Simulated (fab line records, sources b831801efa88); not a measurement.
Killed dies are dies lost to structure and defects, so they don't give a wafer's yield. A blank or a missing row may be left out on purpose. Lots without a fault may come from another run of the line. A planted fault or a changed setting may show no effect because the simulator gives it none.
One fault seen from 2 desks | flow gf180mcu | each desk has only its own numbers; what lay behind them comes last

THE METROLOGY DESK
What the gauges read, lot by lot, whatever tool the lot ran on: means of the sampled wafers that have a number. A lot is out of limits, marked OUT, if its mean lies more than 4 standard deviations from the usual mean; the brackets give that distance.
Columns: A = NSD_TW at GF_NSD_TW_MEAS_12, usual 4257; B = PSD_TW at GF_PSD_TW_MEAS_11, usual 3189; C = PSD_RS at GF_PSD_RS_MEAS_15, usual 108.6 ohm/sq
lot  | first seen here | A    | B              | C
L295 | day 13 22:03    | 4247 | 3211           | 108.9
L297 | day 14 22:47    | 4243 | 3154           | 108.6
L301 | day 16 04:17    | 4269 | 2985 (-13) OUT | 125.1 (+53) OUT
L303 | day 16 13:49    | 4245 | 2975 (-13) OUT | 125.8 (+55) OUT
L308 | day 18 15:02    | 4260 | 3188           | 109.1
L311 | day 19 17:21    | 4262 | 3183           | 108.1
L312 | day 20 00:56    | 4269 | 3196           | 108.5
L313 | day 20 12:47    | 4274 | 3164           | 108.4
L315 | day 20 23:43    | 4268 | 3171           | 108.6
L316 | day 21 11:16    | 4263 | 3212           | 108.4
This desk's finding: out of limits on L301, L303; first on L301, day 17 03:05 (PSD_TW at GF_PSD_TW_MEAS_11). In limits: L295, L297, L308, L311, L312, L313, L315, L316.

THE TOOL OWNER'S DESK: implanter-03
The tool's own readings at GF_PSD_IMPLANT_09: means of the sampled wafers that have a number, for each lot that ran on this tool. A lot is out of limits, marked OUT, if its mean lies more than 4 standard deviations from the usual mean; the brackets give that distance.
Columns: A = dose_ions_cm2 at GF_PSD_IMPLANT_09, usual 1.5002e+15; B = end_station_pressure_torr at GF_PSD_IMPLANT_09, usual 1.17e-05 Torr; C = faraday_current_uA at GF_PSD_IMPLANT_09, usual 8238
lot  | first seen here | A                            | B        | C
L295 | day 14 18:13    | 1.5012e+15                   | 1.18e-05 | 8369
L297 | day 15 20:53    | 1.4998e+15                   | 1.18e-05 | 8122
L301 | day 17 02:50    | 1.1205e+15 (-99 or more) OUT | 1.01e-05 | 6198 (-11) OUT
L303 | day 17 13:25    | 1.1195e+15 (-99 or more) OUT | 1.05e-05 | 6226 (-11) OUT
L311 | day 20 17:44    | 1.5000e+15                   | 1.21e-05 | 8386
L313 | day 21 13:19    | 1.4993e+15                   | 1.20e-05 | 8241
L315 | day 22 00:22    | 1.4986e+15                   | 1.16e-05 | 8195
L316 | day 22 11:02    | 1.4990e+15                   | 1.20e-05 | 8209
This desk's finding: out of limits on L301, L303; first on L301, day 17 02:50 (dose_ions_cm2 at GF_PSD_IMPLANT_09). In limits: L295, L297, L311, L313, L315, L316.

PUT TOGETHER
The tool owner's desk could have raised an alarm at day 17 02:50, on L301, L303.
The metrology desk could have raised an alarm at day 17 03:05, on L301, L303.
Of the lots named, all ran GF_PSD_IMPLANT_09 on implanter-03.

WHAT THE SIMULATOR HAD PUT IN
Process parameter drift: implanter-03, from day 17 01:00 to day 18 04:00, at GF_PSD_IMPLANT_09. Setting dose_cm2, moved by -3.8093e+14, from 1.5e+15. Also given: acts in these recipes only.
Lots struck among those shown: L301, L303.
Hours from the fault's start to each desk's first reading out of limits: the tool owner's desk, 2; the metrology desk, 2.
